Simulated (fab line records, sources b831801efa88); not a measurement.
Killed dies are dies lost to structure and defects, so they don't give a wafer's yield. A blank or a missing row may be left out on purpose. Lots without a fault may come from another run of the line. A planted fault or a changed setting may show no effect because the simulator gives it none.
Which tool did it? | flow gf180mcu | 7 lots, 21 wafers sampled, at 1 step of a route of 602

WHAT THE GAUGES READ, wafer by wafer
GF_V3_THK_MEAS_01.
lot  | measured     | on            | V3_CVD_00_THK (nm)
L353 | day 22 04:16 | film_metro-02 | 588 576 588
L356 | day 23 10:22 | film_metro-01 | 583 581 584
L358 | day 24 10:38 | film_metro-02 | 570 581 583
L362 | day 26 01:19 | film_metro-03 | 592 594 595
L369 | day 27 21:40 | film_metro-02 | 582 575 582
L373 | day 28 13:54 | film_metro-03 | 586 592 583
L375 | day 28 22:44 | film_metro-02 | 591 582 595

WHICH TOOL RAN EACH LOT (tool, then ch and the chambers of the sampled wafers, then the start)
The record holds no process step before these readings.

THE ANSWER, worked out from the rows above alone
Rule: what is usual is taken from the lots themselves. Put in order of their means at a reading, lots are off if they are a third of the lots or fewer, leave a main group of 4 or more, and stand apart from it by a gap of 3 or more times the standard deviation of the main group's means; of several such gaps the widest counts. A main group whose means are all the same, to the digits that the tables above print for the reading, isn't used. A lot without any number at a reading at which 4 lots or more have one is off too. The other lots that the step has rows for count as sound.
No lot is off at any reading shown: from this, nothing can be told.

WHAT THE SIMULATOR HAD PUT IN
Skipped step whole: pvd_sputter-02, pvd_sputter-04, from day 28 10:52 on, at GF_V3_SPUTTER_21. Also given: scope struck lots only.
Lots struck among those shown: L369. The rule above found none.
